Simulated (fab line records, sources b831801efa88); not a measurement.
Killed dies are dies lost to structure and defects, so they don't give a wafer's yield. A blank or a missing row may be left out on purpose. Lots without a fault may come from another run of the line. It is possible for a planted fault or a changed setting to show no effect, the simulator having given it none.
Chamber matching :: flow sky130 :: SKY_CAPM_CVD_00 on pecvd-02: 3 sister chambers
The step deposits SiO2, target thk 15.5 nm. 6 wafers are shown with their chamber, then 8 later ones without.

WAFERS, EACH WITH ITS CHAMBER
wafer: L078.3
chamber: 0
heater power w (W): 624

wafer: L081.1
chamber: 0
heater power w (W): 666

wafer: L081.2
chamber: 2
heater power w (W): 698

wafer: L082.2
chamber: 2
heater power w (W): 662

wafer: L082.4
chamber: 1
heater power w (W): 761

wafer: L086.2
chamber: 1
heater power w (W): 748

WAFERS WITHOUT THEIR CHAMBER
wafer: L086.3
heater power w (W): 683

wafer: L086.6
heater power w (W): 675

wafer: L092.1
heater power w (W): 575

wafer: L092.2
heater power w (W): 729

wafer: L092.5
heater power w (W): 744

wafer: L095.1
heater power w (W): 638

wafer: L095.3
heater power w (W): 646

wafer: L095.4
heater power w (W): 653

EACH ONE'S CHAMBER
wafer: L086.3
from the rows above: can't be placed: 2 or 0
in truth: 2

wafer: L086.6
from the rows above: can't be placed: 2 or 0
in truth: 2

wafer: L092.1
from the rows above: can't be placed: 0 or 2
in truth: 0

wafer: L092.2
from the rows above: can't be placed: 1 or 2
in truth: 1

wafer: L092.5
from the rows above: 1
in truth: 1

wafer: L095.1
from the rows above: can't be placed: 0 or 2
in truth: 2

wafer: L095.3
from the rows above: can't be placed: 0 or 2
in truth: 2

wafer: L095.4
from the rows above: can't be placed: 0 or 2
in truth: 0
Correct placement for 1 of the 8. Can't be placed from these rows: 7 (the true chamber is among the candidates in 7). Number placed wrongly: 0.
How it was worked out, from the rows above alone: a wafer's distance from a chamber is the root of the sum, over the readings, of the square of ((its reading less the chamber's mean) divided by the reading's scatter). The wafer belongs to the nearest chamber; if the next one is less than 2 further off, it can't be placed. For every chamber, the mean is computed from those of its wafers that are shown. The scatter is the square root of a quotient: the sum, over the shown wafers, of each reading's squared deviation from its chamber's mean, divided by wafers minus chambers.
